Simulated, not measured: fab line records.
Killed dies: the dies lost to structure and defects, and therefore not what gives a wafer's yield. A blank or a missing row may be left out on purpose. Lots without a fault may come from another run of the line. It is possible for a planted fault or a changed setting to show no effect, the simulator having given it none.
fab line records    flow sky130
record: lots: 12  wafers: 36  last_day: 50
route steps=708 shown NWELL@64 CONTACT@423 METAL1@450 VIA2@510
lots untouched by any fault: they come from a run of this same line in which no faults occurred
start_h: hours from the record's first day to the start of the lot's first wafer shown    wait_h: hours from the lot's prior step to this one    " as in the row above    L1.1+2: several wafers, shown together as one row    - value missing, or start not given    * or withheld: withheld    < > ~ a bound
route shown NAME@n: NAME is a module with steps in the file, n the number in the route of the first one    usual: mean/standard deviation taken from wafers without a fault    same: alike in all rows    chamber/n: place in a boat    sites: the reading at each site    _std_site: their standard deviation    _edge_site: inner sites' mean taken away from outer sites' mean    radius_mm: for every site, how far away it sits from the centre of the wafer    mask NAME#n: copy n    behind: tool/chamber where the wafer was last shaped    hold: cause of the lot's hold/its duration in hours/its outcome    device: the transistor (n, p or np) that didn't switch    end of line: the tests these same wafers got at the end of their route    a step without rows: its recipe alone    killed: dies lost to structure and defects at the first sort, not the wafer's yield    map: a wafer's dies, marking killed ones x, the rest . and places with no die _
set.NAME: the setting as run; set.NAME@STEP: as run at that earlier step    model.NAME: the simulator's own value behind a step, which no gauge read
the route's steps for a sample of lots (tables are steps, rows are wafers)
services: when a tool's chamber went out of use (start_h, in hours from the record's first day, below 0 if earlier), for how many hours, and the reason
== steps ==
step: SKY_NWELL_IMPLANT_11
recipe: species: P  energy_kev: 400  dose_cm2: 1.9e+13  tilt_deg: withheld
usual: beam_on_s: 9.97/0.19  faraday_current_uA: 107.5/1.9
lot.wafer  tool          chamber  start_h  wait_h  beam_on_s  faraday_current_uA
L682.2     implanter-03  0        82.75    0.0     10.17      105.8
L682.3     "             0        "        "       10.13      105.9
L682.6     "             0        "        "       9.69       110.5
L683.2     implanter-04  0        93.26    0.0     10.03      106.9
L683.3     "             0        "        "       10.26      104.4
L683.6     "             0        "        "       9.88       108.5
L686.1     implanter-03  0        111.17   0.0     10.04      106.9
L686.3     "             0        "        "       10.09      106.2
L686.5     "             0        "        "       10.13      106.1
L688.3     implanter-03  0        122.27   0.1     9.82       108.7
L688.4     "             0        "        "       10.05      106.9
L688.5     "             0        "        "       9.79       109.0
L689.3     implanter-03  0        128.08   0.1     9.74       109.8
L689.4     "             0        "        "       9.91       108.0
L689.5     "             0        "        "       10.10      105.9
L692.3     implanter-03  0        141.72   0.1     9.63       111.4
L692.5     "             0        "        "       10.07      106.8
L692.6     "             0        "        "       9.92       108.1
L700.1     implanter-03  0        188.17   0.0     7.50       143.0
L700.3     "             0        "        "       7.77       138.4
L700.5     "             0        "        "       7.66       139.5
L701.3     implanter-03  0        196.52   0.1     7.57       141.8
L701.5     "             0        "        "       7.65       140.4
L701.6     "             0        "        "       7.46       144.2
L702.1     implanter-01  0        201.47   0.0     9.92       107.9
L702.2     "             0        "        "       10.01      107.1
L702.3     "             0        "        "       9.80       109.4
L703.3     implanter-01  0        207.67   0.1     10.07      106.6
L703.4     "             0        "        "       9.79       109.2
L703.5     "             0        "        "       10.24      104.9
L704.1     implanter-01  0        212.13   0.0     9.81       108.9
L704.3     "             0        "        "       10.09      106.5
L704.6     "             0        "        "       9.98       107.4
L705.1     implanter-04  0        231.37   0.0     9.96       107.5
L705.2     "             0        "        "       10.27      104.3
L705.4     "             0        "        "       9.95       107.3
step: SKY_NWELL_TW_MEAS_15
usual: NWELL_TW: 1804/13
lot.wafer  tool           chamber  start_h  wait_h  NWELL_TW
L682.2     film_metro-01  -        83.28    0.1     1782
L682.3     "              -        "        "       1784
L682.6     "              -        "        "       1785
L683.2     film_metro-01  -        93.79    0.1     1791
L683.3     "              -        "        "       1789
L683.6     "              -        "        "       1791
L686.1     film_metro-03  -        111.72   0.1     1807
L686.3     "              -        "        "       1801
L686.5     "              -        "        "       1803
L688.3     film_metro-02  -        122.79   0.1     1804
L688.4     "              -        "        "       1813
L688.5     "              -        "        "       1808
L689.3     film_metro-01  -        128.60   0.1     1787
L689.4     "              -        "        "       1793
L689.5     "              -        "        "       1787
L692.3     film_metro-02  -        142.24   0.1     1811
L692.5     "              -        "        "       1812
L692.6     "              -        "        "       1823
L700.1     film_metro-03  -        188.72   0.1     1685
L700.3     "              -        "        "       1676
L700.5     "              -        "        "       1682
L701.3     film_metro-01  -        197.04   0.1     1682
L701.5     "              -        "        "       1684
L701.6     "              -        "        "       1686
L702.1     film_metro-02  -        202.02   0.1     1810
L702.2     "              -        "        "       1807
L702.3     "              -        "        "       1815
L703.3     film_metro-02  -        208.19   0.1     1815
L703.4     "              -        "        "       1815
L703.5     "              -        "        "       1810
L704.1     film_metro-02  -        212.68   0.1     1818
L704.3     "              -        "        "       1816
L704.6     "              -        "        "       1815
L705.1     film_metro-03  -        231.92   0.1     1804
L705.2     "              -        "        "       1796
L705.4     "              -        "        "       1801
step: SKY_NWELL_RS_MEAS_29
recipe: thk_meas_gauge: four-point-probe
usual: NWELL_RS: 624.3/1.7
lot.wafer  tool           chamber  start_h  wait_h  NWELL_RS[ohm/sq]
L682.2     film_metro-01  -        101.02   0.1     623.7
L682.3     "              -        "        "       624.0
L682.6     "              -        "        "       623.5
L683.2     film_metro-03  -        112.30   0.1     621.9
L683.3     "              -        "        "       624.5
L683.6     "              -        "        "       621.4
L686.1     film_metro-02  -        130.15   0.1     625.6
L686.3     "              -        "        "       625.2
L686.5     "              -        "        "       624.4
L688.3     film_metro-01  -        142.38   0.1     624.2
L688.4     "              -        "        "       622.7
L688.5     "              -        "        "       626.5
L689.3     film_metro-02  -        147.77   0.1     623.8
L689.4     "              -        "        "       624.0
L689.5     "              -        "        "       624.4
L692.3     film_metro-03  -        163.09   0.1     623.4
L692.5     "              -        "        "       623.7
L692.6     "              -        "        "       623.3
L700.1     film_metro-01  -        210.18   0.1     714.2
L700.3     "              -        "        "       716.0
L700.5     "              -        "        "       712.8
L701.3     film_metro-01  -        220.04   0.1     718.6
L701.5     "              -        "        "       717.4
L701.6     "              -        "        "       717.1
L702.1     film_metro-01  -        224.65   0.1     623.5
L702.2     "              -        "        "       623.9
L702.3     "              -        "        "       624.6
L703.3     film_metro-01  -        230.92   0.1     622.0
L703.4     "              -        "        "       622.7
L703.5     "              -        "        "       623.2
L704.1     film_metro-01  -        235.73   0.1     623.8
L704.3     "              -        "        "       620.9
L704.6     "              -        "        "       623.4
L705.1     film_metro-03  -        255.03   0.1     624.9
L705.2     "              -        "        "       623.9
L705.4     "              -        "        "       625.3
step: SKY_CONTACT_ETCH_17
recipe: target: SiO2  chemistry: C4F8/O2/Ar  stop_on: Si3N4  mask_material: KrF-thick  source_w: 1500  bias_w: 1200  pressure_mtorr: 40  c4f8_flow_sccm: withheld  O2_flow_sccm: 6  Ar_flow_sccm: 300  time_s: withheld  target_depth_a: 3400
usual: oes_product_au: 0.893/0.0046
lot.wafer  tool         chamber  start_h  wait_h  oes_product_au
L682.2     rie_diel-02  1        732.83   0.0     0.895
L682.3     "            3        "        "       0.886
L682.6     "            3        "        "       0.888
L683.2     rie_diel-03  3        746.11   0.0     0.895
L683.3     "            2        "        "       0.893
L683.6     "            0        "        "       0.885
L686.1     rie_diel-03  0        773.93   0.0     0.891
L686.3     "            2        "        "       0.890
L686.5     "            0        "        "       0.890
L688.3     rie_diel-04  1        785.64   0.0     0.895
L688.4     "            2        "        "       0.897
L688.5     "            3        "        "       0.892
L689.3     rie_diel-04  0        797.48   0.0     0.889
L689.4     "            2        "        "       0.895
L689.5     "            1        "        "       0.891
L692.3     rie_diel-03  1        812.39   0.0     0.892
L692.5     "            0        "        "       0.894
L692.6     "            1        "        "       0.893
L700.1     rie_diel-02  2        871.71   0.0     0.896
L700.3     "            1        "        "       0.888
L700.5     "            0        "        "       0.899
L701.3     rie_diel-02  2        882.43   0.0     0.888
L701.5     "            1        "        "       0.887
L701.6     "            0        "        "       0.889
L702.1     rie_diel-03  0        888.93   0.0     0.889
L702.2     "            2        "        "       0.902
L702.3     "            1        "        "       0.896
L703.3     rie_diel-03  3        895.08   0.0     0.896
L703.4     "            0        "        "       0.890
L703.5     "            0        "        "       0.898
L704.1     rie_diel-03  3        901.03   0.0     0.887
L704.3     "            0        "        "       0.890
L704.6     "            0        "        "       0.901
L705.1     rie_diel-03  1        921.94   0.0     0.889
L705.2     "            0        "        "       0.892
L705.4     "            3        "        "       0.892
step: SKY_METAL1_OVL_MEAS_16
usual: METAL1_OVL: 7/5.1
lot.wafer  tool        chamber  start_h  wait_h  METAL1_OVL[nm]
L682.2     overlay-02  -        761.62   0.1     -1
L682.3     "           -        "        "       8
L682.6     "           -        "        "       12
L683.2     overlay-01  -        774.72   0.1     -3
L683.3     "           -        "        "       -1
L683.6     "           -        "        "       0
L686.1     overlay-02  -        802.11   0.1     3
L686.3     "           -        "        "       2
L686.5     "           -        "        "       3
L688.3     overlay-02  -        813.39   0.1     8
L688.4     "           -        "        "       3
L688.5     "           -        "        "       10
L689.3     overlay-02  -        824.93   0.1     7
L689.4     "           -        "        "       4
L689.5     "           -        "        "       1
L692.3     overlay-01  -        841.18   0.1     4
L692.5     "           -        "        "       0
L692.6     "           -        "        "       0
L700.1     overlay-01  -        899.46   0.1     13
L700.3     "           -        "        "       13
L700.5     "           -        "        "       10
L701.3     overlay-01  -        909.12   0.1     5
L701.5     "           -        "        "       4
L701.6     "           -        "        "       8
L702.1     overlay-01  -        915.85   0.1     8
L702.2     "           -        "        "       10
L702.3     "           -        "        "       6
L703.3     overlay-01  -        922.23   0.1     10
L703.4     "           -        "        "       12
L703.5     "           -        "        "       8
L704.1     overlay-02  -        927.70   0.1     13
L704.3     "           -        "        "       7
L704.6     "           -        "        "       7
L705.1     overlay-02  -        948.41   0.1     8
L705.2     "           -        "        "       4
L705.4     "           -        "        "       13
step: SKY_VIA2_BOW_MEAS_03
recipe: mode: bow
usual: VIA2_BOW: 85/6.6
lot.wafer  tool           chamber  start_h  wait_h  VIA2_BOW[um]
L682.2     film_metro-03  -        818.77   0.1     91
L682.3     "              -        "        "       81
L682.6     "              -        "        "       90
L683.2     film_metro-03  -        832.83   0.2     78
L683.3     "              -        "        "       85
L683.6     "              -        "        "       85
L686.1     film_metro-03  -        858.55   0.2     85
L686.3     "              -        "        "       86
L686.5     "              -        "        "       87
L688.3     film_metro-04  -        868.69   0.2     87
L688.4     "              -        "        "       90
L688.5     "              -        "        "       91
L689.3     film_metro-01  -        881.09   0.2     84
L689.4     "              -        "        "       77
L689.5     "              -        "        "       80
L692.3     film_metro-04  -        895.80   0.3     84
L692.5     "              -        "        "       97
L692.6     "              -        "        "       97
L700.1     film_metro-03  -        953.73   0.2     98
L700.3     "              -        "        "       89
L700.5     "              -        "        "       95
L701.3     film_metro-03  -        962.99   0.1     92
L701.5     "              -        "        "       87
L701.6     "              -        "        "       87
L702.1     film_metro-04  -        969.53   0.2     95
L702.2     "              -        "        "       85
L702.3     "              -        "        "       87
L703.3     film_metro-03  -        975.82   0.2     76
L703.4     "              -        "        "       83
L703.5     "              -        "        "       87
L704.1     film_metro-03  -        984.53   0.1     89
L704.3     "              -        "        "       80
L704.6     "              -        "        "       76
L705.1     film_metro-04  -        999.83   0.1     97
L705.2     "              -        "        "       97
L705.4     "              -        "        "       88
== services ==
tool          chamber  start_h  hours  kind
rie_diel-03   0        62.65    5.3    repair
implanter-01  -        65.88    2.1    repair
implanter-03  -        83.98    17.1   pm
rie_diel-02   3        86.86    7.4    repair
rie_diel-02   2        91.33    7.2    repair
rie_diel-02   0        93.08    12.4   repair
rie_diel-02   3        102.02   13.7   repair
rie_diel-03   2        119.87   11.3   repair
rie_diel-03   -        164.81   1.0    repair
implanter-03  -        172.68   4.3    repair
implanter-01  -        191.83   3.4    repair
implanter-03  -        237.60   0.5    repair
rie_diel-03   0        249.58   1.6    repair
rie_diel-03   3        277.20   2.9    repair
implanter-03  -        299.86   4.8    repair
rie_diel-03   2        366.89   10.1   repair
rie_diel-03   0        379.24   5.6    repair
rie_diel-03   0        446.75   5.3    repair
implanter-03  -        494.88   80.7   pm
rie_diel-03   3        548.94   8.1    repair
implanter-03  -        575.57   2.2    pm
rie_diel-03   0        657.03   9.7    repair
rie_diel-03   1        806.29   4.7    repair
rie_diel-03   -        913.74   2.8    pm
== key ==
first_sign: step: SKY_NWELL_IMPLANT_11  reading: faraday_current_uA  direction: up  sigmas: 17  usual: 107.5  struck: 141.2
effect: step: SKY_NWELL_IMPLANT_11  reading: beam_on_s  direction: down  sigmas: 13  usual: 9.97  struck: 7.60
effect: step: SKY_NWELL_TW_MEAS_15  reading: NWELL_TW  direction: down  sigmas: 9.4  usual: 1804  struck: 1683
effect: step: SKY_NWELL_RS_MEAS_29  reading: NWELL_RS  direction: up  sigmas: 53  usual: 624.3  struck: 716.0
met_at SKY_NWELL_IMPLANT_11
struck_lots L700,L701
tester_left_out L700,L701
not_acting_at SKY_CONTACT_ETCH_17,SKY_METAL1_OVL_MEAS_16,SKY_VIA2_BOW_MEAS_03
onset_between 141.72 188.17
fault: kind: process_parameter_drift  tool: implanter-03  chamber: -  onset_h: 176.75  steps: SKY_NWELL_IMPLANT_11  channel: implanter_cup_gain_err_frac  offset: 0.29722  shape: step  end_h: 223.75
tester_left_out: of these lots the tester's yield and bins aren't shown, on N5 and GAA mostly nor the transistor test; their killed dies are dies lost to structure and defects alone, not to doping, threshold or leakage, so they don't give the yield
